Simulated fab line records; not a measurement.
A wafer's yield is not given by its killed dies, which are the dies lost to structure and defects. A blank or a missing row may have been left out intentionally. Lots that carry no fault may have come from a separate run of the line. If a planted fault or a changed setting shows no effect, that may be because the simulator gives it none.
What tool caused it? || flow sky130 || 11 lots (33 wafers sampled), 1 step of a 708-step route

WHAT THE GAUGES SHOWED, per wafer
SKY_VIA3_THK_MEAS_23: measures by xrf.
{"lot": "L385", "measured": "day 39 06:13", "on": "filmMetro-04", "VIA3_W_THK (nm)": "400 394 402"}
{"lot": "L386", "measured": "day 39 09:25", "on": "filmMetro-01", "VIA3_W_THK (nm)": "399 402 400"}
{"lot": "L387", "measured": "day 39 19:22", "on": "filmMetro-02", "VIA3_W_THK (nm)": "396 407 405"}
{"lot": "L389", "measured": "day 40 09:03", "on": "filmMetro-01", "VIA3_W_THK (nm)": "405 409 400"}
{"lot": "L391", "measured": "day 41 10:22", "on": "filmMetro-02", "VIA3_W_THK (nm)": "401 405 395"}
{"lot": "L395", "measured": "day 42 17:29", "on": "filmMetro-02", "VIA3_W_THK (nm)": "391 392 397"}
{"lot": "L397", "measured": "day 42 22:36", "on": "filmMetro-01", "VIA3_W_THK (nm)": "394 395 386"}
{"lot": "L400", "measured": "day 43 20:58", "on": "filmMetro-02", "VIA3_W_THK (nm)": "410 410 410"}
{"lot": "L402", "measured": "day 44 08:07", "on": "filmMetro-01", "VIA3_W_THK (nm)": "405 412 406"}
{"lot": "L404", "measured": "day 46 08:47", "on": "filmMetro-02", "VIA3_W_THK (nm)": "396 385 393"}
{"lot": "L405", "measured": "day 46 11:17", "on": "filmMetro-04", "VIA3_W_THK (nm)": "395 393 385"}

EACH LOT AND THE TOOL THAT RAN IT (in order: tool; ch and the chambers of the sampled wafers; start)
No process step before these readings appears in the record.

THE ANSWER, worked out from the rows above alone
Rule: the lots themselves supply what counts as usual. Put in order of their means at a reading, lots are off if they are a third of the lots or fewer, leave a main group of 4 or more, and stand apart from it by a gap of 3 or more times the standard deviation of the main group's means; of several such gaps the widest counts. A main group is skipped when, at the precision printed for the reading in the tables above, its means are all equal. A lot without any number at a reading at which 4 lots or more have one is off too. Any other lot the step has rows for is counted as sound.
Nothing can be told from this: no lot is off at any reading shown.

WHAT THE SIMULATOR HAD PUT IN
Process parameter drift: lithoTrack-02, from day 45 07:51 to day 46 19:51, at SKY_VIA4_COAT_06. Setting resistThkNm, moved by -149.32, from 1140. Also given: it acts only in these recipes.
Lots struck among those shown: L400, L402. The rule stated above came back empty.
